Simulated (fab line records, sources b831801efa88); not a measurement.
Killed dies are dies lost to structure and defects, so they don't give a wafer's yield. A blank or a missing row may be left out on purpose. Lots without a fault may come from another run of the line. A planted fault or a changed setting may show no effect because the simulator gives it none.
One fault seen from 2 desks | flow sky130 | each desk has only its own numbers; what lay behind them comes last

THE METROLOGY DESK
What the gauges read, lot by lot, whatever tool the lot ran on: means of the sampled wafers that have a number. A lot is out of limits, marked OUT, if its mean lies more than 4 standard deviations from the usual mean; the brackets give that distance.
Columns: A = VT_ADJUST_LVTN_OVL at SKY_VT_ADJUST_LVTN_OVL_MEAS_07, usual -0.2 nm; B = LDD_HVP_TW at SKY_LDD_HVP_TW_MEAS_10, usual 457.5; C = SPACER_CVD_00_THK at SKY_SPACER_THK_MEAS_01, usual 43.2 nm
lot  | first seen here | A    | B               | C
L469 | day 7 01:34     | -0.2 | 456.2           | 43.4
L472 | day 7 18:46     | 0.5  | 461.2           | 42.9
L473 | day 8 02:48     | -0.7 | 459.8           | 43.4
L474 | day 8 09:59     | 0.5  | 458.4           | 42.5
L475 | day 8 13:25     | 0.4  | 454.6           | 43.4
L477 | day 9 20:39     | -0.7 | 458.5           | 43.1
L480 | day 10 06:53    | 1.7  | 511.9 (+24) OUT | 42.9
L481 | day 10 07:52    | 0.2  | 506.6 (+21) OUT | 43.2
L482 | day 10 12:26    | 0.0  | 509.9 (+23) OUT | 43.2
L485 | day 11 10:14    | -1.9 | 461.5           | 43.0
L490 | day 12 21:13    | -0.1 | 457.6           | 43.0
L491 | day 13 00:16    | -0.2 | 454.3           | 43.1
This desk's finding: out of limits on L480, L481, L482; first on L481, day 26 15:40 (LDD_HVP_TW at SKY_LDD_HVP_TW_MEAS_10). In limits: L469, L472, L473, L474, L475, L477, L485, L490, L491.

THE TOOL OWNER'S DESK: implanter-02
The tool's own readings at SKY_LDD_HVP_IMPLANT_08: means of the sampled wafers that have a number, for each lot that ran on this tool. A lot is out of limits, marked OUT, if its mean lies more than 4 standard deviations from the usual mean; the brackets give that distance.
Columns: A = dose_ions_cm2 at SKY_LDD_HVP_IMPLANT_08, usual 1.6999e+13; B = faraday_current_uA at SKY_LDD_HVP_IMPLANT_08, usual 96.2
lot  | first seen here | A                            | B
L475 | day 24 09:52    | 1.6993e+13                   | 95.7
L477 | day 26 00:40    | 1.6995e+13                   | 96.0
L481 | day 26 15:25    | 2.4177e+13 (+99 or more) OUT | 135.9 (+20) OUT
L480 | day 26 17:37    | 2.4137e+13 (+99 or more) OUT | 133.3 (+19) OUT
L482 | day 26 21:05    | 2.4169e+13 (+99 or more) OUT | 137.4 (+21) OUT
This desk's finding: out of limits on L480, L481, L482; first on L481, day 26 15:25 (dose_ions_cm2 at SKY_LDD_HVP_IMPLANT_08). In limits: L475, L477.

PUT TOGETHER
The tool owner's desk could have raised an alarm at day 26 15:25, on L480, L481, L482.
The metrology desk could have raised an alarm at day 26 15:40, on L480, L481, L482.
Of the lots named, all ran SKY_LDD_HVP_IMPLANT_08 on implanter-02.

WHAT THE SIMULATOR HAD PUT IN
Process parameter drift: implanter-02, from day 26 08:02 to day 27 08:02, at SKY_LDD_HVP_IMPLANT_08. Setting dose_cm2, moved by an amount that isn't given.
Lots struck among those shown: L480, L481, L482.
Hours from the fault's start to each desk's first reading out of limits: the tool owner's desk, 7; the metrology desk, 8.
